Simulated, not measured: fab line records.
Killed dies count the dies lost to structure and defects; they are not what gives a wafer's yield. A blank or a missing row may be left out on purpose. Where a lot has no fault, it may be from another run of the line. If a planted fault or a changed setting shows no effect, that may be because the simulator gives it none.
Which of the tools did it? + flow gf180mcu + Sampling: 13 lots, 39 wafers, 6 of 602 route steps

WHAT EACH GAUGE READ, for each wafer
GF_NSD_TW_MEAS_12. Usual: NSD_TW typically reads 4283, with standard deviation 66.
| lot  | measured     | on            | NSD_TW         | flag |
|------|--------------|---------------|----------------|------|
| L857 | day 13 08:38 | film_metro-04 | 4219 4225 4226 |      |
| L859 | day 13 21:47 | film_metro-02 | 4277 4281 4264 |      |
| L863 | day 15 15:42 | film_metro-01 | 4327 4330 4301 |      |
| L862 | day 15 17:50 | film_metro-04 | 4218 4202 4219 |      |
| L864 | day 16 02:50 | film_metro-02 | 4226 4261 4228 |      |
| L865 | day 16 03:13 | film_metro-01 | 4343 4324 4340 |      |
| L866 | day 16 14:15 | film_metro-01 | 4308 4327 4351 |      |
| L868 | day 17 09:14 | film_metro-01 | 4351 4345 4350 |      |
| L869 | day 17 10:40 | film_metro-02 | 4237 4245 4255 |      |
| L871 | day 18 01:26 | film_metro-04 | 4187 4214 4212 |      |
| L872 | day 18 14:30 | film_metro-04 | 4223 4217 4240 |      |
| L874 | day 19 00:14 | film_metro-04 | 4197 4201 4209 |      |
| L880 | day 21 07:59 | film_metro-01 | 4399 4377 4402 |      |

GF_PSD_RS_MEAS_14: uses a four-point probe to measure. Usual: NSD_RS typically reads 46.14 ohm/sq, with standard deviation 0.09.
| lot  | measured     | on            | NSD_RS (ohm/sq)   | flag |
|------|--------------|---------------|-------------------|------|
| L857 | day 14 05:29 | film_metro-01 | 46.11 46.17 46.18 |      |
| L859 | day 14 18:39 | film_metro-04 | 46.25 46.21 46.16 |      |
| L863 | day 16 14:49 | film_metro-02 | 46.24 46.20 46.15 |      |
| L862 | day 16 16:08 | film_metro-02 | 46.32 46.17 46.25 |      |
| L864 | day 17 03:02 | film_metro-01 | 46.22 46.12 46.15 |      |
| L865 | day 17 03:16 | film_metro-02 | 46.25 46.31 46.35 |      |
| L866 | day 17 12:59 | film_metro-02 | 46.15 46.12 46.13 |      |
| L868 | day 18 09:08 | film_metro-02 | 46.14 46.19 46.14 |      |
| L869 | day 18 10:40 | film_metro-04 | 46.10 46.19 46.16 |      |
| L871 | day 19 02:17 | film_metro-02 | 40.30 40.35 40.33 | OFF  |
| L872 | day 19 14:43 | film_metro-01 | 46.30 46.17 46.12 |      |
| L874 | day 20 01:10 | film_metro-04 | 40.47 40.44 40.41 | OFF  |
| L880 | day 22 08:11 | film_metro-04 | 46.09 46.08 45.96 |      |

GF_PSD_RS_MEAS_15: uses a four-point probe to measure. Usual: PSD_RS typically reads 108.6 ohm/sq, with standard deviation 0.31.
| lot  | measured     | on            | PSD_RS (ohm/sq)   | flag |
|------|--------------|---------------|-------------------|------|
| L857 | day 14 05:36 | film_metro-01 | 108.6 108.6 108.7 |      |
| L859 | day 14 18:46 | film_metro-04 | 108.9 109.1 109.0 |      |
| L863 | day 16 14:56 | film_metro-02 | 109.0 108.8 108.7 |      |
| L862 | day 16 16:15 | film_metro-02 | 108.8 109.0 109.0 |      |
| L864 | day 17 03:10 | film_metro-01 | 108.7 108.9 108.9 |      |
| L865 | day 17 03:23 | film_metro-02 | 108.9 109.0 108.9 |      |
| L866 | day 17 13:07 | film_metro-02 | 109.1 108.8 108.9 |      |
| L868 | day 18 09:16 | film_metro-02 | 108.6 108.8 108.9 |      |
| L869 | day 18 10:47 | film_metro-04 | 108.5 109.0 108.6 |      |
| L871 | day 19 02:24 | film_metro-02 | 92.2 92.1 92.1    | OFF  |
| L872 | day 19 14:50 | film_metro-01 | 108.8 108.6 108.7 |      |
| L874 | day 20 01:17 | film_metro-04 | 92.5 92.3 92.3    | OFF  |
| L880 | day 22 08:19 | film_metro-04 | 108.0 108.2 108.0 |      |

GF_CONTACT_THK_MEAS_01. Usual: CONTACT_CVD_00_THK typically reads 300 nm, with standard deviation 3.3.
| lot  | measured     | on            | CONTACT_CVD_00_THK (nm) | flag |
|------|--------------|---------------|-------------------------|------|
| L857 | day 15 03:41 | film_metro-04 | 299 294 298             |      |
| L859 | day 15 16:48 | film_metro-01 | 292 291 293             |      |
| L863 | day 17 13:41 | film_metro-01 | 305 300 305             |      |
| L862 | day 17 15:03 | film_metro-04 | 302 302 304             |      |
| L864 | day 18 02:31 | film_metro-04 | 303 297 295             |      |
| L865 | day 18 02:46 | film_metro-01 | 304 301 301             |      |
| L866 | day 18 13:40 | film_metro-04 | 304 302 306             |      |
| L868 | day 19 10:14 | film_metro-03 | 300 296 301             |      |
| L869 | day 19 12:00 | film_metro-03 | 303 300 300             |      |
| L871 | day 20 03:54 | film_metro-04 | 300 301 299             |      |
| L872 | day 20 15:41 | film_metro-04 | 299 298 298             |      |
| L874 | day 21 02:30 | film_metro-04 | 293 301 298             |      |
| L880 | day 23 08:33 | film_metro-03 | 299 300 303             |      |

TOOL THAT RAN EACH LOT (tool first, then ch and the chambers of the sampled wafers, then the start)
| lot  | GF_PSD_RTA_13                    | GF_SALICIDE_SPUTTER_03       |
|------|----------------------------------|------------------------------|
| L857 | rtp_anneal-01 ch 0, day 14 05:24 | pvd_sputter-03, day 15 03:09 |
| L859 | rtp_anneal-01 ch 0, day 14 18:34 | pvd_sputter-03, day 15 16:10 |
| L863 | rtp_anneal-02 ch 0, day 16 14:44 | pvd_sputter-04, day 17 13:06 |
| L862 | rtp_anneal-01 ch 0, day 16 16:02 | pvd_sputter-01, day 17 14:30 |
| L864 | rtp_anneal-02 ch 0, day 17 02:57 | pvd_sputter-03, day 18 01:58 |
| L865 | rtp_anneal-02 ch 0, day 17 03:10 | pvd_sputter-04, day 18 02:11 |
| L866 | rtp_anneal-01 ch 0, day 17 12:55 | pvd_sputter-03, day 18 13:05 |
| L868 | rtp_anneal-02 ch 0, day 18 09:03 | pvd_sputter-03, day 19 09:41 |
| L869 | rtp_anneal-01 ch 0, day 18 10:35 | pvd_sputter-01, day 19 11:26 |
| L871 | rtp_anneal-02 ch 0, day 19 02:11 | pvd_sputter-03, day 20 03:16 |
| L872 | rtp_anneal-01 ch 0, day 19 14:38 | pvd_sputter-03, day 20 15:08 |
| L874 | rtp_anneal-02 ch 0, day 20 01:05 | pvd_sputter-03, day 21 01:57 |
| L880 | rtp_anneal-01 ch 0, day 22 08:07 | pvd_sputter-01, day 23 08:01 |
- GF_PSD_RTA_13: time 20 s.
- GF_SALICIDE_SPUTTER_03: material TiN, target thk 20 nm, time 16.7 s.

AS READ BY THE TOOLS THEMSELVES (means over the sampled wafers that have a number; for cases with no such wafer, the mark the record gives instead)
GF_PSD_RTA_13. Usual: lamp_power_pct 31.6 %, standard deviation 2.1; wafer_temp_C_max 1030.8, standard deviation 1.9.
| lot  | tool          | lamp_power_pct (%) | wafer_temp_C_max | flag |
|------|---------------|--------------------|------------------|------|
| L857 | rtp_anneal-01 | 33.8               | 1032.0           |      |
| L859 | rtp_anneal-01 | 33.8               | 1031.7           |      |
| L863 | rtp_anneal-02 | 29.5               | 1029.3           |      |
| L862 | rtp_anneal-01 | 33.8               | 1031.7           |      |
| L864 | rtp_anneal-02 | 29.5               | 1029.8           |      |
| L865 | rtp_anneal-02 | 29.5               | 1029.2           |      |
| L866 | rtp_anneal-01 | 33.8               | 1031.5           |      |
| L868 | rtp_anneal-02 | 29.5               | 1030.2           |      |
| L869 | rtp_anneal-01 | 33.8               | 1034.0           |      |
| L871 | rtp_anneal-02 | 32.7               | 1068.5           | OFF  |
| L872 | rtp_anneal-01 | 33.8               | 1031.2           |      |
| L874 | rtp_anneal-02 | 32.7               | 1068.5           | OFF  |
| L880 | rtp_anneal-01 | 33.7               | 1032.4           |      |

GF_SALICIDE_SPUTTER_03. Usual: chamber_pressure_pa 0.4000 Pa, standard deviation 0.00084; throttle_valve_pct 29.8 %, standard deviation 1.
| lot  | tool           | chamber_pressure_pa (Pa) | throttle_valve_pct (%) | flag |
|------|----------------|--------------------------|------------------------|------|
| L857 | pvd_sputter-03 | 0.4003                   | 29.7                   |      |
| L859 | pvd_sputter-03 | 0.3991                   | 29.9                   |      |
| L863 | pvd_sputter-04 | 0.3992                   | 31.6                   |      |
| L862 | pvd_sputter-01 | 0.4005                   | 28.7                   |      |
| L864 | pvd_sputter-03 | 0.3997                   | 29.7                   |      |
| L865 | pvd_sputter-04 | 0.3997                   | 30.3                   |      |
| L866 | pvd_sputter-03 | 0.3994                   | 30.1                   |      |
| L868 | pvd_sputter-03 | 0.4005                   | 29.2                   |      |
| L869 | pvd_sputter-01 | 0.3999                   | 29.0                   |      |
| L871 | pvd_sputter-03 | 0.4004                   | 30.2                   |      |
| L872 | pvd_sputter-03 | 0.3994                   | 29.8                   |      |
| L874 | pvd_sputter-03 | 0.3996                   | 30.2                   |      |
| L880 | pvd_sputter-01 | 0.4001                   | 29.1                   |      |

THE ANSWER, worked out from the rows above alone
Rule: a lot is off if the mean of its wafers that have a number lies more than 3 standard deviations from the usual mean. A lot without any number at a reading at which 4 lots or more have one is off too. All remaining lots with rows at the step are treated as sound. Order of review: gauges by route order, followed by the tools' own readings, for which a lot's mean as printed above is used. At the first step where some lot is off, the reading lying furthest off is the one used; lots without a number count as furthest.
Off: L871, L874, seen at GF_PSD_RS_MEAS_14 (NSD_RS).
A tool fits if, at a process step before that reading, it ran every lot that is off, and no sound lot after the first of them. Not tried: the gauges at GF_PSD_RS_MEAS_14; whatever is off there is also off at GF_PSD_RTA_13, on other tools, and gauge error can't account for it. One fits: GF_PSD_RTA_13 on rtp_anneal-02. A fault onset in the window from L868 (day 18 09:03, its last sound lot) to L871 (day 19 02:11, its first lot off) fits.
The tool's own readings at GF_PSD_RTA_13 bear it out: on the lots that are off they differ by more than 5 times the standard deviation of the sound lots' means. wafer_temp_C_max reads 1068.5 there against 1031.2 on the sound lots.

WHAT HAD BEEN PUT IN BY THE SIMULATOR
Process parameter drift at GF_PSD_RTA_13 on rtp_anneal-02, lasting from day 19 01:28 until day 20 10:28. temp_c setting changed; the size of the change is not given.
Shown lots that were struck: L871, L874. The rule given above showed the same thing.
